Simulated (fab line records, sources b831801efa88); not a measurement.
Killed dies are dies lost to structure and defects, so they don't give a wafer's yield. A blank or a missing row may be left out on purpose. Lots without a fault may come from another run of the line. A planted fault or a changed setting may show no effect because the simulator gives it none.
One fault seen from 2 desks | flow sky130 | each desk has only its own numbers; what lay behind them comes last

THE METROLOGY DESK
What the gauges read, lot by lot, whatever tool the lot ran on: means of the sampled wafers that have a number. A lot is out of limits, marked OUT, if its mean lies more than 4 standard deviations from the usual mean; the brackets give that distance.
Columns: A = LOCAL_INTERCONNECT_TIN_RS at SKY_LOCAL_INTERCONNECT_RS_MEAS_01, usual 14.18 ohm/sq; B = LOCAL_INTERCONNECT_TIN_THK at SKY_LOCAL_INTERCONNECT_THK_MEAS_02, usual 98.5 nm; C = LOCAL_INTERCONNECT_OVL at SKY_LOCAL_INTERCONNECT_OVL_MEAS_12, usual 3 nm
lot  | first seen here | A               | B              | C
L739 | day 29 21:11    | 14.07           | 99.4           | -2
L742 | day 30 17:32    | 14.12           | 99.2           | 5
L745 | day 31 15:40    | 14.12           | 98.4           | 10
L754 | day 34 13:18    | 14.18           | 97.3           | 0
L752 | day 34 15:05    | 16.92 (+16) OUT | 83.1 (-12) OUT | 6
L755 | day 35 21:04    | 17.20 (+18) OUT | 83.4 (-12) OUT | 6
L757 | day 35 22:10    | 14.15           | 98.7           | 5
L758 | day 35 22:49    | 14.06           | 99.8           | 5
L760 | day 36 08:13    | 14.05           | 98.7           | 2
This desk's finding: out of limits on L752, L755; first on L752, day 34 15:05 (LOCAL_INTERCONNECT_TIN_RS at SKY_LOCAL_INTERCONNECT_RS_MEAS_01). In limits: L739, L742, L745, L754, L757, L758, L760.

THE TOOL OWNER'S DESK: pvd_sputter-02
The tool's own readings at SKY_LOCAL_INTERCONNECT_SPUTTER_00 (material TiN, target thk 100 nm, time 83.3 s): means of the sampled wafers that have a number, for each lot that ran on this tool. A lot is out of limits, marked OUT, if its mean lies more than 4 standard deviations from the usual mean; the brackets give that distance.
Columns: A = cathode_dc_power_W at SKY_LOCAL_INTERCONNECT_SPUTTER_00, usual 6500.0 W; B = substrate_temp_c at SKY_LOCAL_INTERCONNECT_SPUTTER_00, usual 300.01 C; C = throttle_valve_pct at SKY_LOCAL_INTERCONNECT_SPUTTER_00, usual 30.2 %
lot  | first seen here | A      | B      | C
L739 | day 29 21:06    | 6501.1 | 300.16 | 30.3
L754 | day 34 13:14    | 6499.1 | 300.05 | 30.2
L752 | day 34 15:00    | 6499.8 | 299.98 | 30.7
L755 | day 35 21:00    | 6499.7 | 299.93 | 30.1
This desk's finding: nothing out of limits on any of the 4 lots.

PUT TOGETHER
The metrology desk could have raised an alarm at day 34 15:05, on L752, L755.
The tool owner's desk saw nothing out of limits.
The tool owner's desk has L752, L755 on record, within its limits.
Of the lots named, all ran SKY_LOCAL_INTERCONNECT_SPUTTER_00 on pvd_sputter-02.

WHAT THE SIMULATOR HAD PUT IN
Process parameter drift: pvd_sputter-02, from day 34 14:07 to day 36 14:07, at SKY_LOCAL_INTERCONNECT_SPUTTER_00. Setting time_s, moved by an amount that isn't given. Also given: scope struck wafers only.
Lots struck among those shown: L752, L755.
Hours from the fault's start to each desk's first reading out of limits: the metrology desk, 1.
